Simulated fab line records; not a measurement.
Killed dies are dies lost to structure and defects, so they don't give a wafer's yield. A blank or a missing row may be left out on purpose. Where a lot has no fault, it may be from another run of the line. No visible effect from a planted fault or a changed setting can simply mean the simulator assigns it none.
fab line records	flow sky130
[record] lots = 13	wafers = 39	last-day = 49
route steps=708 shown LI_CONTACT@382 METAL1@436 VIA1@460 PAD_OPEN@708
lots that met no fault: taken from a fault-free run of the same line
start-h: start of the lot's first displayed wafer, in hours after the record's first day	wait-h: hours since the lot's step before	" the same as in the row above	L1.1+2: several wafers, shown together as one row	- either no value or no given start	* or withheld: withheld	< > ~ a bound
route shown NAME@n: a module of which the file shows steps, and the number in the route of the first	usual: mean and standard deviation over wafers with no fault	same: alike in all rows	chamber/n: place in a boat	sites: the reading at each site	_std_site: standard deviation across them	_edge_site: inner sites' mean taken away from outer sites' mean	radius-mm: for every site, how far away it sits from the centre of the wafer	mask NAME#n: copy n	behind: tool/chamber where the wafer was last shaped	hold: the reason the lot was held/the length of the hold in hours/how it ended	device: names the non-switching transistor (n, p or np)	end of line: at the end of the route, the tests of the same wafers	a step without rows: its recipe alone	killed: dies that structure and defects cost at the first sort, which is not the same as the wafer's yield	map: the dies of a wafer, with x for killed, . for not killed, _ for no die there
set.NAME: the run value of the setting; set.NAME@STEP: its run value at that earlier step	model.NAME: the simulator's own value behind a step, which no gauge read
steps of the route over a sample of lots; a table a step, a row a wafer
services: the hour from which a tool's chamber was out of use, counted from the record's first day as start-h (under 0 if before that day), plus the number of hours and why
[[steps]]
[step SKY_LI_CONTACT_SPUTTER_20]
[recipe] material = TiN	target-thk-nm = 20	chamber-pressure-pa = 5	power-w = 4000	time-s = 80
[usual] chamber-pressure-pa = 4.999/0.0097	throttle-valve-pct = 30.1/1.4
lot.wafer	tool	chamber	start-h	wait-h	chamber-pressure-pa	throttle-valve-pct
L752.1	pvd-sputter-01	-	694.23	0.0	5.005	29.6
L752.2	"	-	"	"	5.008	29.7
L752.4	"	-	"	"	4.995	32.8
L754.3	pvd-sputter-02	-	703.27	0.0	4.994	29.6
L754.4	"	-	"	"	4.984	31.0
L754.6	"	-	"	"	4.994	29.4
L755.2	pvd-sputter-01	-	718.68	0.0	5.006	29.8
L755.4	"	-	"	"	4.998	33.3
L755.5	"	-	"	"	5.019	33.1
L756.3	pvd-sputter-01	-	720.93	0.0	4.974	29.7
L756.5	"	-	"	"	4.983	29.6
L756.6	"	-	"	"	4.990	29.9
L757.2	pvd-sputter-04	-	728.42	0.0	4.982	28.7
L757.5	"	-	"	"	5.001	28.3
L757.6	"	-	"	"	4.989	31.0
L759.4	pvd-sputter-02	-	749.88	0.0	5.004	30.9
L759.5	"	-	"	"	4.980	29.2
L759.6	"	-	"	"	5.006	29.4
L760.3	pvd-sputter-04	-	755.27	0.0	5.003	28.5
L760.5	"	-	"	"	4.995	28.6
L760.6	"	-	"	"	5.011	31.0
L762.2	pvd-sputter-04	-	773.46	0.0	4.997	31.1
L762.3	"	-	"	"	5.010	28.5
L762.6	"	-	"	"	4.988	28.5
L765.2	pvd-sputter-01	-	833.87	0.0	5.022	28.8
L765.3	"	-	"	"	4.992	32.8
L765.5	"	-	"	"	4.991	32.9
L766.3	pvd-sputter-02	-	834.22	0.0	4.991	29.2
L766.4	"	-	"	"	5.006	31.3
L766.6	"	-	"	"	4.985	29.1
L768.2	pvd-sputter-01	-	836.37	0.0	4.992	29.7
L768.3	"	-	"	"	4.990	29.7
L768.6	"	-	"	"	5.017	29.8
L769.1	pvd-sputter-01	-	838.61	0.0	4.988	33.2
L769.2	"	-	"	"	5.000	28.4
L769.3	"	-	"	"	4.992	30.0
L772.2	pvd-sputter-04	-	844.56	0.0	5.000	28.5
L772.3	"	-	"	"	4.988	28.5
L772.5	"	-	"	"	5.003	31.0
[step SKY_METAL1_SPUTTER_02]
[recipe] material = AlCu	target-thk-nm = 250	power-w = 10600	time-s = 13.3	chamber-pressure-pa = 0.4
[usual] chamber-pressure-pa = 0.4001/0.00086	throttle-valve-pct = 29.9/1.4
lot.wafer	tool	chamber	start-h	wait-h	chamber-pressure-pa	throttle-valve-pct
L752.1	pvd-sputter-04	-	752.70	0.0	0.3995	31.1
L752.2	"	-	"	"	0.4007	28.9
L752.4	"	-	"	"	0.4004	28.4
L754.3	pvd-sputter-03	-	761.43	0.0	0.4011	31.8
L754.4	"	-	"	"	0.3999	30.0
L754.6	"	-	"	"	0.4016	31.7
L755.2	pvd-sputter-03	-	776.08	0.0	0.4009	31.6
L755.4	"	-	"	"	0.4005	29.4
L755.5	"	-	"	"	0.4021	29.9
L756.3	pvd-sputter-04	-	778.83	0.0	0.3981	31.0
L756.5	"	-	"	"	0.3991	28.5
L756.6	"	-	"	"	0.4005	30.9
L757.2	pvd-sputter-04	-	786.39	0.0	0.4007	31.3
L757.5	"	-	"	"	0.3997	31.0
L757.6	"	-	"	"	0.4020	28.1
L759.4	pvd-sputter-03	-	807.08	0.0	0.3999	28.1
L759.5	"	-	"	"	0.4002	29.6
L759.6	"	-	"	"	0.4004	29.7
L760.3	pvd-sputter-01	-	811.50	0.0	0.4007	29.5
L760.5	"	-	"	"	0.3993	28.6
L760.6	"	-	"	"	0.3992	33.1
L762.2	pvd-sputter-04	-	830.73	0.0	0.4008	30.9
L762.3	"	-	"	"	0.3994	28.5
L762.6	"	-	"	"	0.4009	31.1
L765.2	pvd-sputter-04	-	886.52	0.0	0.4004	30.9
L765.3	"	-	"	"	0.4008	28.5
L765.5	"	-	"	"	0.3993	28.4
L766.3	pvd-sputter-03	-	888.30	0.0	0.3991	28.1
L766.4	"	-	"	"	0.4002	29.7
L766.6	"	-	"	"	0.3999	31.7
L768.2	pvd-sputter-04	-	889.89	0.0	0.3992	30.7
L768.3	"	-	"	"	0.4011	28.7
L768.6	"	-	"	"	0.4003	31.1
L769.1	pvd-sputter-01	-	892.43	0.0	0.4011	29.4
L769.2	"	-	"	"	0.3998	28.5
L769.3	"	-	"	"	0.3999	29.8
L772.2	pvd-sputter-04	-	896.66	0.0	0.3992	30.6
L772.3	"	-	"	"	0.4000	28.5
L772.5	"	-	"	"	0.3992	31.0
[step SKY_METAL1_RS_MEAS_05]
[recipe] thk-meas-gauge = four-point-probe	reads = TiN_of_METAL1_SPUTTER_04+Ti_of_METAL1_SPUTTER_03+AlCu_of_METAL1_SPUTTER_02+TiN_of_METAL1_SPUTTER_01+Ti_of_METAL1_SPUTTER_00
[usual] METAL1_ALCU_RS = 0.1273/0.0014
lot.wafer	tool	chamber	start-h	wait-h	hold	METAL1_ALCU_RS[ohm/sq]
L752.1	film-metro-01	-	752.79	0.0	-	0.1284
L752.2	"	-	"	"	-	0.1282
L752.4	"	-	"	"	-	0.1284
L754.3	film-metro-04	-	761.56	0.1	-	0.1272
L754.4	"	-	"	"	-	0.1299
L754.6	"	-	"	"	-	0.1287
L755.2	film-metro-01	-	776.19	0.0	-	0.1280
L755.4	"	-	"	"	-	0.1281
L755.5	"	-	"	"	-	0.1290
L756.3	film-metro-02	-	778.96	0.1	-	0.1285
L756.5	"	-	"	"	-	0.1255
L756.6	"	-	"	"	-	0.1274
L757.2	film-metro-04	-	786.50	0.0	-	0.1276
L757.5	"	-	"	"	-	0.1271
L757.6	"	-	"	"	-	0.1272
L759.4	film-metro-02	-	807.23	0.1	-	0.1257
L759.5	"	-	"	"	-	0.1274
L759.6	"	-	"	"	-	0.1252
L760.3	film-metro-02	-	811.63	0.1	-	0.1244
L760.5	"	-	"	"	-	0.1264
L760.6	"	-	"	"	-	0.1281
L762.2	film-metro-04	-	830.84	0.0	-	0.1280
L762.3	"	-	"	"	-	0.1285
L762.6	"	-	"	"	-	0.1278
L765.2	film-metro-04	-	886.64	0.0	await-dispo/0.2h/release	0.4646
L765.3	"	-	"	"	await-dispo/0.2h/release	0.4389
L765.5	"	-	"	"	await-dispo/0.2h/release	0.4353
L765.2	film-metro-04	-	886.92	0.3	-	0.4642
L765.3	"	-	"	"	-	0.4401
L765.5	"	-	"	"	-	0.4342
L766.3	film-metro-02	-	888.44	0.1	-	0.1262
L766.4	"	-	"	"	-	0.1255
L766.6	"	-	"	"	-	0.1271
L768.2	film-metro-04	-	890.00	0.0	await-dispo/0.2h/release	0.4761
L768.3	"	-	"	"	await-dispo/0.2h/release	0.4545
L768.6	"	-	"	"	await-dispo/0.2h/release	0.4426
L768.2	film-metro-04	-	890.38	0.4	-	0.4770
L768.3	"	-	"	"	-	0.4550
L768.6	"	-	"	"	-	0.4435
L769.1	film-metro-02	-	892.52	0.0	-	0.1272
L769.2	"	-	"	"	-	0.1278
L769.3	"	-	"	"	-	0.1248
L772.2	film-metro-01	-	896.77	0.0	await-dispo/0.2h/release	0.4644
L772.3	"	-	"	"	await-dispo/0.2h/release	0.4200
L772.5	"	-	"	"	await-dispo/0.2h/release	0.4520
L772.2	film-metro-01	-	897.06	0.3	-	0.4652
L772.3	"	-	"	"	-	0.4207
L772.5	"	-	"	"	-	0.4515
[step SKY_VIA1_CMP_02]
[recipe] material = SiO2	down-force-psi = 4	platen-rpm = 60	pad-velocity-m-s = 0.94248
[usual] motor-current-A = 12.2/0.98
lot.wafer	tool	chamber	start-h	wait-h	motor-current-A
L752.4	cmp-02	2	780.47	0.0	10.5
L752.2	"	3	"	"	13.2
L752.1	"	0	"	"	12.9
L754.4	cmp-02	3	789.67	0.0	13.4
L754.3	"	0	"	"	12.3
L754.6	"	0	"	"	12.6
L755.4	cmp-01	2	803.32	0.0	12.6
L755.2	"	0	"	"	10.2
L755.5	"	3	"	"	11.4
L756.3	cmp-02	2	806.61	0.1	11.4
L756.5	"	0	"	"	12.5
L756.6	"	1	"	"	12.5
L757.2	cmp-01	0	814.13	0.2	10.7
L757.5	"	0	"	"	10.6
L757.6	"	1	"	"	12.1
L759.4	cmp-02	0	835.34	0.2	13.5
L759.6	"	1	"	"	12.3
L759.5	"	2	"	"	11.0
L760.3	cmp-02	3	839.92	0.1	13.3
L760.6	"	1	"	"	12.6
L760.5	"	2	"	"	11.4
L762.3	cmp-02	2	858.86	0.1	10.4
L762.2	"	0	"	"	12.4
L762.6	"	1	"	"	12.8
L766.4	cmp-01	0	914.83	2.5	10.7
L766.3	"	1	"	"	11.6
L766.6	"	3	"	"	11.6
L769.3	cmp-02	1	917.91	0.0	13.3
L769.2	"	2	"	"	10.5
L769.1	"	3	"	"	13.9
[step SKY_VIA1_BOW_MEAS_03]
[recipe] mode = bow
[usual] VIA1_BOW = 82/6.9
lot.wafer	tool	chamber	start-h	wait-h	VIA1_BOW[um]
L752.1	film-metro-01	-	780.77	0.1	86
L752.2	"	-	"	"	71
L752.4	"	-	"	"	87
L754.3	film-metro-01	-	790.01	0.2	87
L754.4	"	-	"	"	87
L754.6	"	-	"	"	87
L755.2	film-metro-01	-	803.64	0.2	91
L755.4	"	-	"	"	84
L755.5	"	-	"	"	79
L756.3	film-metro-01	-	806.85	0.2	80
L756.5	"	-	"	"	71
L756.6	"	-	"	"	69
L757.2	film-metro-01	-	814.45	0.3	75
L757.5	"	-	"	"	77
L757.6	"	-	"	"	67
L759.4	film-metro-01	-	835.55	0.2	76
L759.5	"	-	"	"	86
L759.6	"	-	"	"	75
L760.3	film-metro-01	-	840.16	0.2	89
L760.5	"	-	"	"	87
L760.6	"	-	"	"	85
L762.2	film-metro-03	-	859.13	0.1	74
L762.3	"	-	"	"	71
L762.6	"	-	"	"	84
L766.3	film-metro-01	-	915.12	0.2	82
L766.4	"	-	"	"	79
L766.6	"	-	"	"	74
L769.1	film-metro-04	-	918.21	0.1	80
L769.2	"	-	"	"	87
L769.3	"	-	"	"	86
[step SKY_PAD_OPEN_PROBE_99]
[usual] defect-limited-yield = 82.8/1.9	killed_at_M0_to_M3 = 42/6.3	killed_at_M4_up = 3.2/1.9	killed-at-contacts = 24/5.8	killed-at-front-end = 15/4.3	killed-at-other = 0.2/0.62	killed-dies = 85/9.3	killed-open = 46/6.8	killed-short = 38/6.1	sort_bin_3_pad_short = 0.8/0.43	sort_bin_5_function = 10.2/1.5	sort_bin_6_memory = 6.2/1.1	sort-n-pass = 407/9.3	sort-yield-pct = 82.8/1.9
[same] gross-dies = 492	killed-at-back-side = 0	sort_bin_4_leakage[%] = 0	sort_bin_8_speed[%] = 0
lot.wafer	tool	chamber	start-h	wait-h	defect-limited-yield[%]	killed_at_M0_to_M3	killed_at_M4_up	killed-at-contacts	killed-at-front-end	killed-at-other	killed-dies	killed-open	killed-short	sort_bin_3_pad_short[%]	sort_bin_5_function[%]	sort_bin_6_memory[%]	sort-n-pass	sort-yield-pct[%]
L755.2	prober-01	-	1096.96	0.1	81.7	48	3	20	19	0	90	52	37	1.2	10.4	6.7	402	81.7
L755.4	prober-01	-	1097.06	0.2	85.2	38	2	19	14	0	73	33	40	1.4	8.3	5.1	419	85.2
L755.5	prober-01	-	1097.11	0.2	84.3	36	3	22	16	0	77	32	44	0.8	9.3	5.5	415	84.3
L756.3	prober-02	-	1101.24	0.2	87.4	33	3	16	9	1	62	35	27	0.4	7.3	4.9	430	87.4
L756.5	prober-02	-	1101.34	0.2	84.3	45	2	15	15	0	77	35	42	1.6	7.3	6.7	415	84.3
L756.6	prober-02	-	1101.39	0.2	85.8	40	1	20	8	1	70	37	33	0.4	8.7	5.1	422	85.8
L757.2	prober-01	-	1108.52	0.1	85.8	30	4	22	14	0	70	41	29	0.6	9.6	4.1	422	85.8
L757.5	prober-01	-	1108.67	0.2	80.7	35	3	46	11	0	95	52	42	1.2	10.6	7.5	397	80.7
L757.6	prober-01	-	1108.72	0.2	84.8	37	1	22	15	0	75	44	30	0.6	8.7	5.9	417	84.8
L760.3	prober-02	-	1127.34	0.2	83.9	38	5	22	14	0	79	39	40	1.2	9.8	5.1	413	83.9
L760.5	prober-02	-	1127.44	0.2	83.1	41	1	27	14	0	83	39	44	0.6	9.8	6.5	409	83.1
L760.6	prober-02	-	1127.49	0.2	83.5	38	4	17	22	0	81	43	37	0.4	11.6	4.5	411	83.5
// killed by level:class
L755.2 VIA1:geometric-particle:open=9 VIA2:geometric-particle:open=8 CONTACT:geometric-particle:open=7 METAL2:geometric-particle:short=7 VIA3:geometric-particle:open=6 POLY_GATE:geometric-particle:open=5 LI_CONTACT:geometric-particle:short=5 LI_CONTACT:geometric-particle:open=5
L755.4 VIA2:geometric-particle:open=7 VIA1:geometric-particle:open=6 CONTACT:geometric-particle:open=6 VIA2:geometric-particle:short=5 FIELD_ISO:geometric-particle:short=4 POLY_GATE:geometric-particle:short=4 LI_CONTACT:geometric-particle:open=4 LOCAL_INTERCONNECT:geometric-particle:short=4
L755.5 LI_CONTACT:geometric-particle:open=6 VIA2:geometric-particle:open=6 POLY_GATE:geometric-particle:short=5 POLY_GATE:geometric-particle:open=5 VIA1:geometric-particle:short=5 CONTACT:geometric-particle:short=5 METAL1:geometric-particle:short=5 CONTACT:geometric-particle:open=4
L756.3 VIA1:geometric-particle:open=8 LI_CONTACT:geometric-particle:open=7 VIA3:geometric-particle:open=7 CONTACT:geometric-particle:open=6 METAL2:geometric-particle:short=6 VIA1:geometric-particle:short=5 FIELD_ISO:geometric-particle:short=4 FIELD_ISO:geometric-particle:open=3
L756.5 VIA1:geometric-particle:open=10 METAL2:geometric-particle:short=7 VIA1:geometric-particle:short=6 LOCAL_INTERCONNECT:geometric-particle:short=5 CONTACT:geometric-particle:open=5 VIA2:geometric-particle:open=5 POLY_GATE:geometric-particle:open=4 METAL1:geometric-particle:short=4
L756.6 VIA2:geometric-particle:open=7 CONTACT:geometric-particle:open=6 VIA1:geometric-particle:open=6 METAL2:geometric-particle:short=6 METAL3:geometric-particle:short=5 METAL1:geometric-particle:short=5 LI_CONTACT:geometric-particle:open=4 LOCAL_INTERCONNECT:geometric-particle:short=4
L757.2 VIA1:geometric-particle:open=9 CONTACT:geometric-particle:open=7 CONTACT:geometric-particle:short=6 FIELD_ISO:geometric-particle:open=5 VIA2:geometric-particle:open=5 LOCAL_INTERCONNECT:geometric-particle:short=4 POLY_GATE:geometric-particle:open=3 POLY_GATE:geometric-particle:short=3
L757.5 CONTACT:geometric-particle:open=18 LI_CONTACT:geometric-particle:open=11 VIA1:geometric-particle:open=9 CONTACT:geometric-particle:short=8 VIA1:geometric-particle:short=8 LI_CONTACT:geometric-particle:short=6 VIA3:geometric-particle:open=5 VIA2:geometric-particle:open=4
L757.6 CONTACT:geometric-particle:open=14 VIA1:geometric-particle:open=9 VIA2:geometric-particle:open=8 FIELD_ISO:geometric-particle:short=4 VIA3:geometric-particle:open=4 VIA2:geometric-particle:short=4 VIA1:geometric-particle:short=4 POLY_GATE:geometric-particle:open=3
L760.3 VIA1:geometric-particle:open=15 CONTACT:geometric-particle:open=7 FIELD_ISO:geometric-particle:short=6 CONTACT:geometric-particle:short=6 VIA2:geometric-particle:open=5 FIELD_ISO:geometric-particle:open=4 METAL1:geometric-particle:short=4 LOCAL_INTERCONNECT:geometric-particle:short=4
L760.5 CONTACT:geometric-particle:open=12 METAL2:geometric-particle:short=12 POLY_GATE:geometric-particle:open=6 LOCAL_INTERCONNECT:geometric-particle:short=6 VIA1:geometric-particle:open=6 METAL1:geometric-particle:short=4 VIA1:geometric-particle:short=4 VIA2:geometric-particle:open=4
L760.6 VIA1:geometric-particle:open=12 METAL1:geometric-particle:short=7 CONTACT:geometric-particle:open=7 POLY_GATE:geometric-particle:open=6 FIELD_ISO:geometric-particle:open=5 POLY_GATE:geometric-particle:short=5 CONTACT:geometric-particle:short=5 VIA3:geometric-particle:open=4
[[services]]
tool	chamber	start-h	hours	kind
pvd-sputter-01	-	671.79	7.3	repair
cmp-01	-	698.70	3.7	pm
pvd-sputter-03	-	708.11	2.1	repair
pvd-sputter-04	1	708.37	-	consumable-replace:kit
pvd-sputter-04	1	708.37	18.0	scheduled-down
pvd-sputter-04	1	708.37	18.0	vent-cycle
pvd-sputter-03	-	712.38	2.8	repair
cmp-02	-	714.38	2.2	repair
cmp-02	-	743.08	1.0	repair
cmp-01	-	744.00	4.0	pm
pvd-sputter-03	-	771.12	3.3	repair
cmp-01	-	784.00	1.0	repair
cmp-02	-	784.37	0.5	repair
cmp-02	-	791.76	2.2	repair
cmp-02	-	812.98	4.3	repair
cmp-01	-	817.42	1.1	repair
pvd-sputter-02	-	823.22	1.2	repair
cmp-01	-	862.20	1.0	repair
pvd-sputter-02	-	864.32	10.7	repair
pvd-sputter-03	-	873.25	0.6	repair
cmp-02	-	912.48	4.0	pm
pvd-sputter-04	0	912.64	-	consumable-replace:kit
pvd-sputter-04	0	912.64	18.0	scheduled-down
pvd-sputter-04	0	912.64	18.0	vent-cycle
[[key]]
[first-sign] step = SKY_METAL1_RS_MEAS_05	reading = visit	direction = added
[effect] step = SKY_METAL1_RS_MEAS_05	reading = METAL1_ALCU_RS	direction = up	sigmas = 99+	usual = 0.1273	struck = 0.4498
met-at SKY_METAL1_SPUTTER_02
struck-lots L765,L768,L772
scrapped-behind SKY_METAL1_RS_MEAS_05 L765.2,L765.3,L765.5,L768.2,L768.3,L768.6,L772.2,L772.3,L772.5
not-acting-at SKY_LI_CONTACT_SPUTTER_20,SKY_VIA1_CMP_02,SKY_VIA1_BOW_MEAS_03
onset-between 830.73 886.52
[fault] kind = process-parameter-drift	tool = pvd-sputter-04	chamber = -	onset-h = 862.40	steps = SKY_METAL1_SPUTTER_02	channel = target-thk-nm	offset = -172.51	shape = step	end-h = 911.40	acts-in = these-recipes-only	stated = 250
